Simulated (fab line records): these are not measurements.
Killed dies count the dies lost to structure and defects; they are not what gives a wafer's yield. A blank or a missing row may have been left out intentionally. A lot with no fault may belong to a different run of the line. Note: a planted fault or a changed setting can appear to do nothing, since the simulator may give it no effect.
fab line records | flow sky130
[record] lots = 7 wafers = 21 last-day = 50
route steps=708 shown RES_XHIGH@339 SD_N@342 PAD_OPEN@708
lots that met no fault: taken from a fault-free run of the same line
start-h: hours from the record's opening day to when the first of the lot's shown wafers began | wait-h: time in hours since the lot's previous step | " identical to the entry in the row above | L1.1+2: a single row standing in for several wafers | - no value present, or no start provided | * or withheld: withheld | < > ~ a bound
route shown NAME@n: a module of which the file shows steps, and the number in the route of the first | usual: the fault-free wafers' mean and standard deviation | same: alike in all rows | chamber/n: place in a boat | sites: each site's reading | _std_site: their standard deviation | _edge_site: inner sites' mean taken away from outer sites' mean | radius-mm: for every site, how far away it sits from the centre of the wafer | mask NAME#n: copy n | behind: the last tool/chamber to shape the wafer | hold: cause of the lot's hold/its duration in hours/its outcome | device: the transistor (n, p or np) that didn't switch | end of line: the tests these same wafers got at the end of their route | a step given without rows: its recipe and nothing more | killed: dies lost to structure and defects at the first sort, not the wafer's yield | map: a wafer's dies, marking killed ones x, the rest . and places with no die _
set.NAME: the setting that was run; set.NAME@STEP: the one run at that earlier step | model.NAME: the simulator's own value behind a step, which no gauge read
lots seen at some steps along the route; tables by step, rows by wafer
services: a tool's chamber out of use, with start hour (start-h, from the record's first day; less than 0 if before it), hours out, and reason
[[steps]]
[step SKY_RES_XHIGH_IMPLANT_07]
[recipe] species = BF2 energy-kev = 20 dose-cm2 = 3.6e+14 tilt-deg = 0
[step SKY_RES_XHIGH_STRIP_08]
[recipe] chemistry = O2/N2 power-w = 1400 pressure-mtorr = 1500 platen-temp-c = withheld o2-flow-sccm = 3000 n2-flow-sccm = 300 overash-fraction = 0.5
[usual] drypump-motor-current-A = 6.0/0.63 oes-product-au = 0.710/0.0048 strip-time-to-endpoint-s = 14.54/0.046
// columns lot.wafer tool chamber start-h wait-h drypump-motor-current-A oes-product-au rf-hours-counter-h strip-time-to-endpoint-s
L490.2 plasma-asher-04 0 698.70 0.1 6.7 0.707 56 14.52
L490.4 " 1 " " 6.1 0.713 - 14.48
L490.5 " 1 " " 6.1 0.711 - 14.55
L496.3 plasma-asher-04 1 733.94 0.1 6.1 0.705 - 14.46
L496.5 " 1 " " 6.1 0.712 - 14.49
L496.6 " 0 " " 6.6 0.708 - 14.50
L497.1 plasma-asher-04 1 742.22 0.1 6.1 0.708 61 14.57
L497.3 " 1 " " 6.1 0.709 - 14.54
L497.6 " 1 " " 6.1 0.714 - 14.54
L498.2 plasma-asher-02 0 750.23 0.1 5.5 0.711 1 14.50
L498.3 " 0 " " 5.5 0.706 - 14.53
L498.5 " 1 " " 6.7 0.711 - 14.49
L499.4 plasma-asher-04 1 758.54 0.1 6.1 0.722 - 14.54
L499.5 " 1 " " 6.1 0.716 - 14.55
L499.6 " 0 " " 6.7 0.714 - 14.53
L501.3 plasma-asher-01 0 768.55 0.1 5.4 0.704 - 14.58
L501.4 " 1 " " 5.0 0.700 - 14.62
L501.6 " 0 " " 5.4 0.707 - 14.58
L504.1 plasma-asher-01 1 791.78 0.1 5.0 0.703 100 14.55
L504.4 " 1 " " 5.0 0.705 - 14.55
L504.6 " 1 " " 5.0 0.711 - 14.55
[step SKY_RES_XHIGH_TW_MEAS_09]
[usual] RES_XHIGH_TW = 1625/11
// columns lot.wafer tool chamber start-h wait-h RES_XHIGH_TW
L490.2 film-metro-01 - 698.81 0.1 1638
L490.4 " - " " 1633
L490.5 " - " " 1625
L496.3 film-metro-03 - 734.02 0.1 1610
L496.5 " - " " 1610
L496.6 " - " " 1620
L497.1 film-metro-01 - 742.32 0.1 1641
L497.3 " - " " 1642
L497.6 " - " " 1642
L498.2 film-metro-01 - 750.34 0.1 1641
L498.3 " - " " 1639
L498.5 " - " " 1636
L499.4 film-metro-03 - 758.63 0.1 1621
L499.5 " - " " 1611
L499.6 " - " " 1608
L501.3 film-metro-03 - 768.64 0.1 1612
L501.4 " - " " 1607
L501.6 " - " " 1614
L504.1 film-metro-01 - 791.88 0.1 1616
L504.4 " - " " 1621
L504.6 " - " " 1631
[step SKY_SD_N_DEHYDRATE_00]
[recipe] temp-c = 200 time-s = 60
[step SKY_SD_N_HMDS_01]
[recipe] prime-time-s = 60 prime-temp-c = 120
[step SKY_SD_N_COAT_02]
[recipe] resist = NOVOLAK spin-rpm = 3000 resist-thk-nm = 1140
[step SKY_SD_N_SOFTBAKE_03]
[recipe] temp-c = 90 time-s = 60 resist = NOVOLAK
[step SKY_SD_N_EXPOSE_04]
[recipe] mask-id = NSDM na = 0.6 source-shape = conventional sigma-outer = 0.6 polarization = unpolarized target-cd-nm = 380 dose-mj = 141
[step SKY_SD_N_PEB_05]
[recipe] temp-c = withheld time-s = * resist = NOVOLAK
[step SKY_SD_N_DEVELOP_06]
[recipe] resist = NOVOLAK developer = TMAH develop-time-s = 60 dev-temp-c = 23
[step SKY_SD_N_CD_MEAS_07]
[recipe] target-cd-nm = 380
[usual] cd-nm = 380.7/1.8
// columns lot.wafer tool chamber start-h wait-h cd-nm
L490.2 cd-sem-01 - 726.26 0.1 382.8
L490.4 " - " " 381.2
L490.5 " - " " 382.8
L496.3 cd-sem-02 - 760.61 0.1 378.7
L496.5 " - " " 378.8
L496.6 " - " " 378.0
L497.1 cd-sem-02 - 768.61 0.1 382.6
L497.3 " - " " 379.7
L497.6 " - " " 383.1
L498.2 cd-sem-01 - 776.47 0.1 381.3
L498.3 " - " " 379.0
L498.5 " - " " 381.4
L499.4 cd-sem-01 - 784.81 0.1 377.9
L499.5 " - " " 378.1
L499.6 " - " " 380.3
L501.3 cd-sem-02 - 794.86 0.1 380.6
L501.4 " - " " 380.9
L501.6 " - " " 384.0
L504.1 cd-sem-01 - 818.57 0.1 379.2
L504.4 " - " " 380.5
L504.6 " - " " 380.5
[step SKY_SD_N_OVL_MEAS_08]
[usual] SD_N_OVL = 1.1/1.4
// columns lot.wafer tool chamber start-h wait-h SD_N_OVL[nm]
L490.2 overlay-01 - 726.36 0.1 -0.1
L490.4 " - " " 2.1
L490.5 " - " " 0.3
L496.3 overlay-02 - 760.70 0.1 2.5
L496.5 " - " " 1.4
L496.6 " - " " -0.4
L497.1 overlay-01 - 768.73 0.1 2.9
L497.3 " - " " 3.3
L497.6 " - " " 3.3
L498.2 overlay-01 - 776.58 0.1 3.3
L498.3 " - " " 3.7
L498.5 " - " " 4.2
L499.4 overlay-01 - 784.89 0.1 1.8
L499.5 " - " " 1.2
L499.6 " - " " 2.2
L501.3 overlay-02 - 794.95 0.1 1.2
L501.4 " - " " 0.8
L501.6 " - " " 3.0
L504.1 overlay-01 - 818.69 0.1 3.0
L504.4 " - " " 2.0
L504.6 " - " " 1.1
[step SKY_SD_N_IMPLANT_09]
[recipe] species = As energy-kev = 50 dose-cm2 = 4e+15 tilt-deg = 0
[usual] beam-on-s = 18.8/1.8 dose-ions-cm2 = 4e+15/4.5e+12 end-station-pressure-torr = 1.29e-05/1.2e-06
// columns lot.wafer tool chamber start-h wait-h beam-on-s dose-ions-cm2 end-station-pressure-torr
L490.2 implanter-03 0 726.42 0.0 17.3 3.998e+15 1.31e-05
L490.4 " 0 " " 16.3 3.992e+15 1.32e-05
L490.5 " 0 " " 17.1 4.003e+15 1.47e-05
L496.3 implanter-03 0 760.77 0.1 17.0 4.001e+15 1.43e-05
L496.5 " 0 " " 17.2 4.003e+15 1.46e-05
L496.6 " 0 " " 16.8 4.007e+15 1.42e-05
L497.1 implanter-03 0 768.77 0.0 16.3 4.002e+15 1.44e-05
L497.3 " 0 " " 16.6 3.997e+15 1.39e-05
L497.6 " 0 " " 16.9 4.006e+15 1.42e-05
L498.2 implanter-03 0 776.64 0.0 17.0 4.001e+15 1.45e-05
L498.3 " 0 " " 16.8 3.999e+15 1.42e-05
L498.5 " 0 " " 16.5 4.002e+15 1.42e-05
L499.4 implanter-03 0 784.99 0.1 16.7 3.996e+15 1.45e-05
L499.5 " 0 " " 16.8 4.007e+15 1.52e-05
L499.6 " 0 " " 17.1 4.007e+15 1.41e-05
L501.3 implanter-01 0 795.02 0.1 18.5 4.002e+15 1.32e-05
L501.4 " 0 " " 18.7 4.001e+15 1.26e-05
L501.6 " 0 " " 18.1 4e+15 1.24e-05
L504.1 implanter-01 0 818.72 0.0 19.0 4.001e+15 1.3e-05
L504.4 " 0 " " 18.8 3.998e+15 1.26e-05
L504.6 " 0 " " 18.9 4.001e+15 1.35e-05
[step SKY_SD_N_IMPLANT_10]
[recipe] species = P energy-kev = 20 dose-cm2 = 1e+14 tilt-deg = 0
[step SKY_SD_N_STRIP_11]
[recipe] chemistry = O2/N2 power-w = 1400 pressure-mtorr = 1500 platen-temp-c = withheld o2-flow-sccm = 3000 n2-flow-sccm = 300 overash-fraction = 0.5
[usual] drypump-motor-current-A = 5.8/0.63 oes-product-au = 0.528/0.0048 strip-time-to-endpoint-s = 22.58/0.04
// columns lot.wafer tool chamber start-h wait-h drypump-motor-current-A oes-product-au rf-hours-counter-h strip-time-to-endpoint-s
L490.2 plasma-asher-03 1 726.69 0.1 5.5 0.527 27 22.63
L490.4 " 0 " " 5.0 0.535 - 22.58
L490.5 " 1 " " 5.5 0.532 - 22.64
L496.3 plasma-asher-04 0 761.06 0.1 6.7 0.521 - 22.58
L496.5 " 1 " " 6.1 0.526 - 22.58
L496.6 " 0 " " 6.7 0.528 - 22.55
L497.1 plasma-asher-04 0 769.07 0.1 6.7 0.527 63 22.48
L497.3 " 0 " " 6.7 0.532 - 22.45
L497.6 " 1 " " 6.1 0.524 - 22.47
L498.2 plasma-asher-04 0 776.91 0.1 6.7 0.526 64 22.44
L498.3 " 0 " " 6.7 0.532 - 22.47
L498.5 " 1 " " 6.1 0.528 - 22.41
L499.4 plasma-asher-04 1 785.24 0.1 6.1 0.532 - 22.41
L499.5 " 1 " " 6.1 0.530 - 22.42
L499.6 " 0 " " 6.7 0.525 - 22.46
L501.3 plasma-asher-01 0 795.31 0.1 5.4 0.525 - 22.59
L501.4 " 1 " " 5.0 0.536 - 22.59
L501.6 " 0 " " 5.4 0.533 - 22.60
L504.1 plasma-asher-04 0 819.02 0.1 6.7 0.527 68 22.51
L504.4 " 0 " " 6.7 0.530 - 22.57
L504.6 " 0 " " 6.6 0.526 - 22.61
[step SKY_SD_N_TW_MEAS_12]
[usual] SD_N_TW = 3944/32
// columns lot.wafer tool chamber start-h wait-h SD_N_TW
L490.2 film-metro-03 - 726.80 0.1 3918
L490.4 " - " " 3897
L490.5 " - " " 3929
L496.3 film-metro-03 - 761.14 0.1 3904
L496.5 " - " " 3905
L496.6 " - " " 3900
L497.1 film-metro-03 - 769.17 0.1 3894
L497.3 " - " " 3927
L497.6 " - " " 3894
L498.2 film-metro-01 - 777.02 0.1 3938
L498.3 " - " " 3959
L498.5 " - " " 3938
L499.4 film-metro-02 - 785.34 0.1 3930
L499.5 " - " " 3921
L499.6 " - " " 3944
L501.3 film-metro-02 - 795.39 0.1 3915
L501.4 " - " " 3945
L501.6 " - " " 3921
L504.1 film-metro-03 - 819.12 0.1 3893
L504.4 " - " " 3886
L504.6 " - " " 3916
[step SKY_PAD_OPEN_PROBE_99]
[usual] killed_at_M0_to_M3 = 44/7.9 killed_at_M4_up = 3.1/2 killed-at-contacts = 23/4.9 killed-at-front-end = 15/3.9 killed-at-other = 0.2/0.49 killed-dies = 86/10 killed-open = 47/7.1 killed-short = 39/7.1
[same] gross-dies = 492 killed-at-back-side = 0
// columns lot.wafer tool chamber start-h wait-h killed_at_M0_to_M3 killed_at_M4_up killed-at-contacts killed-at-front-end killed-at-other killed-dies killed-open killed-short
L496.3 prober-02 - 1157.98 0.2 40 2 16 19 0 77 34 42
L496.5 prober-02 - 1158.08 0.2 51 3 23 23 0 100 59 41
L496.6 prober-02 - 1158.13 0.2 38 2 28 18 0 86 46 40
L497.1 prober-01 - 1163.25 0.1 40 2 28 21 0 91 60 31
L497.3 prober-01 - 1163.35 0.2 53 5 16 12 1 87 44 43
L497.6 prober-01 - 1163.50 0.2 39 4 21 19 0 83 53 30
L498.2 prober-02 - 1168.57 0.1 38 0 28 18 0 84 54 30
L498.3 prober-02 - 1168.62 0.2 39 4 17 15 0 75 40 35
L498.5 prober-02 - 1168.72 0.2 53 6 25 16 0 100 54 46
// killed by level:class
L496.3 VIA1:geometric-particle:open=10 POLY_GATE:geometric-particle:short=6 CONTACT:geometric-particle:open=6 FIELD_ISO:geometric-particle:short=5 METAL1:geometric-particle:short=5 LOCAL_INTERCONNECT:geometric-particle:short=5 VIA3:geometric-particle:short=5 VIA2:geometric-particle:open=4
L496.5 VIA1:geometric-particle:open=23 CONTACT:geometric-particle:open=8 VIA2:geometric-particle:open=8 POLY_GATE:geometric-particle:short=6 METAL2:geometric-particle:short=5 POLY_GATE:geometric-particle:open=4 LI_CONTACT:geometric-particle:short=4 LI_CONTACT:geometric-particle:open=4
L496.6 VIA1:geometric-particle:open=11 CONTACT:geometric-particle:open=9 LOCAL_INTERCONNECT:geometric-particle:short=7 VIA2:geometric-particle:open=6 VIA3:geometric-particle:open=5 SPACER:geometric-particle:short=5 METAL1:geometric-particle:short=5 LI_CONTACT:geometric-particle:open=4
L497.1 VIA1:geometric-particle:open=15 CONTACT:geometric-particle:open=12 LI_CONTACT:geometric-particle:open=9 VIA3:geometric-particle:open=6 FIELD_ISO:geometric-particle:short=5 POLY_GATE:geometric-particle:open=5 POLY_GATE:geometric-particle:short=4 CONTACT:geometric-particle:short=4
L497.3 VIA2:geometric-particle:open=8 VIA3:geometric-particle:open=7 CONTACT:geometric-particle:open=6 METAL1:geometric-particle:short=6 VIA1:geometric-particle:short=6 VIA1:geometric-particle:open=6 METAL3:geometric-particle:short=5 POLY_GATE:geometric-particle:short=4
L497.6 CONTACT:geometric-particle:open=10 VIA1:geometric-particle:open=10 VIA2:geometric-particle:open=9 FIELD_ISO:geometric-particle:open=6 VIA3:geometric-particle:open=5 METAL1:geometric-particle:short=5 POLY_GATE:geometric-particle:open=4 LI_CONTACT:geometric-particle:open=4
L498.2 LI_CONTACT:geometric-particle:open=14 VIA1:geometric-particle:open=11 CONTACT:geometric-particle:open=9 METAL1:geometric-particle:short=7 FIELD_ISO:geometric-particle:short=5 POLY_GATE:geometric-particle:short=5 VIA1:geometric-particle:short=5 VIA2:geometric-particle:open=5
L498.3 VIA3:geometric-particle:open=11 VIA1:geometric-particle:open=6 CONTACT:geometric-particle:open=5 CONTACT:geometric-particle:short=5 FIELD_ISO:geometric-particle:short=4 VIA1:geometric-particle:short=4 FIELD_ISO:geometric-particle:open=3 POLY_GATE:geometric-particle:short=3
L498.5 VIA1:geometric-particle:open=13 LI_CONTACT:geometric-particle:open=9 VIA3:geometric-particle:open=8 CONTACT:geometric-particle:open=6 METAL4:geometric-particle:short=6 VIA2:geometric-particle:short=6 LI_CONTACT:geometric-particle:short=5 METAL1:geometric-particle:short=5
[[services]]
// columns tool chamber start-h hours kind
implanter-03 - 696.08 3.7 repair
implanter-03 - 699.76 2.9 pm
plasma-asher-02 - 733.75 9.0 pm
plasma-asher-02 0 733.75 9.0 vent-cycle
plasma-asher-02 1 733.75 9.0 vent-cycle
plasma-asher-02 0 742.75 - clean
plasma-asher-02 1 742.75 - clean
implanter-01 - 759.83 2.2 repair
implanter-01 - 774.24 0.7 repair
plasma-asher-02 - 811.35 2.1 repair
implanter-01 - 812.40 1.4 repair
[[key]]
[first-sign] step = SKY_SD_N_STRIP_11 reading = strip-time-to-endpoint-s direction = down sigmas = 3.3 usual = * struck = *
effect none on later readings
met-at SKY_SD_N_IMPLANT_09
struck-wafers L497.1,L497.3,L497.6,L498.2,L498.3,L498.5,L499.4,L499.5,L499.6
tester-left-out L497,L498,L499
onset-between 760.77 768.77
[fault] kind = process-parameter-drift tool = implanter-03 chamber = - onset-h = 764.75 steps = SKY_SD_N_IMPLANT_09 channel = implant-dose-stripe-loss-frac offset = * shape = step end-h = 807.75
// tester-left-out: of these lots the tester's yield and bins aren't shown, on N5 and GAA mostly nor the transistor test; their killed dies are dies lost to structure and defects alone, not to doping, threshold or leakage, so they don't give the yield
